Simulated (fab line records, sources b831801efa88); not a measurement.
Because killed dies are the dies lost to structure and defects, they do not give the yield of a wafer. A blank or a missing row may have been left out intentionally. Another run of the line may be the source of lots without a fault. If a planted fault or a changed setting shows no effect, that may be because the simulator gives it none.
The same fault as seen by 2 desks + flow gf180mcu + each desk has only its own numbers; what lay behind them comes last

FOR THE TOOL OWNER'S DESK: litho_track-03
The tool's own readings at GF_HV_LDD_DEVELOP_06 (develop time 60 s): means of the sampled wafers that have a number, for each lot that ran on this tool. Any lot whose mean is over 4 standard deviations away from the usual mean is out of limits and marked OUT; that distance is given in the brackets.
Columns: A = developer_temp_C at GF_HV_LDD_DEVELOP_06, usual 23.03 C
| lot  | first seen here | A               |
|------|-----------------|-----------------|
| L820 | day 10 09:01    | 23.07           |
| L829 | day 12 19:14    | 23.00           |
| L833 | day 14 07:59    | 23.03           |
| L834 | day 14 15:29    | 23.09           |
| L837 | day 15 12:17    | 25.18 (+20) OUT |
| L838 | day 15 21:29    | 25.44 (+22) OUT |
| L839 | day 15 23:19    | 25.18 (+20) OUT |
Finding of this desk: L837, L838, L839 out of limits; the first was L837 at day 15 12:17, on developer_temp_C at GF_HV_LDD_DEVELOP_06. In limits: L820, L829, L833, L834.

FROM THE METROLOGY DESK
Means of the sampled wafers that have a number, per lot and without regard to the tool the lot ran on: this is what the gauges read. Any lot whose mean is over 4 standard deviations away from the usual mean is out of limits and marked OUT; that distance is given in the brackets.
Columns: A = VT_IMPLANT_01_OVL at GF_VT_IMPLANT_OVL_MEAS_18, usual 0.4 nm; B = DUAL_GATE_OXIDATION_00_THK at GF_DUAL_GATE_THK_MEAS_03, usual 10.39 nm; C = cd_nm at GF_HV_LDD_CD_MEAS_07, usual 400.0 nm
| lot  | first seen here | A    | B     | C                |
|------|-----------------|------|-------|------------------|
| L820 | day 6 11:56     | 2.2  | 10.36 | 400.7            |
| L821 | day 6 17:20     | 1.5  | 10.16 | 401.4            |
| L827 | day 8 06:22     | -1.2 | 10.38 | 397.7            |
| L828 | day 8 11:02     | 1.3  | 10.29 | 401.6            |
| L829 | day 8 16:17     | 0.9  | 10.39 | 397.8            |
| L833 | day 9 19:08     | 1.2  | 10.37 | 403.2            |
| L834 | day 10 01:47    | -0.3 | 10.27 | 396.8            |
| L837 | day 10 21:38    | -1.8 | 10.35 | 391.1            |
| L838 | day 11 03:18    | 0.4  | 10.46 | 391.7            |
| L839 | day 11 09:02    | 0.2  | 10.48 | 387.8 (-4.9) OUT |
| L840 | day 11 14:41    | 0.7  | 10.52 | 394.3            |
| L841 | day 11 21:21    | 2.4  | 10.45 | 401.2            |
| L843 | day 12 08:23    | 1.0  | 10.65 | 399.0            |
Finding of this desk: L839 out of limits; the first was L839 at day 15 23:28, on cd_nm at GF_HV_LDD_CD_MEAS_07. In limits: L820, L821, L827, L828, L829, L833, L834, L837, L838, L840, L841, L843.

ALL TOGETHER
On L837, L838, L839, at day 15 12:17, an alarm was possible from the tool owner's desk.
At day 15 23:28 the metrology desk could have sounded an alarm, on L839.
The metrology desk holds a record of L837, L838, inside its limits.
The lots listed all ran GF_HV_LDD_DEVELOP_06 on litho_track-03.

WHAT THE SIMULATOR HAD INSERTED
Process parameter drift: litho_track-03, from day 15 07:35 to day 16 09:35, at GF_HV_LDD_DEVELOP_06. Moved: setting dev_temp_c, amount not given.
Shown lots that were struck: L837, L838, L839.
Delay (hours) between the fault's onset and each desk's first out-of-limits reading: 5 at the tool owner's desk, 16 at the metrology desk.
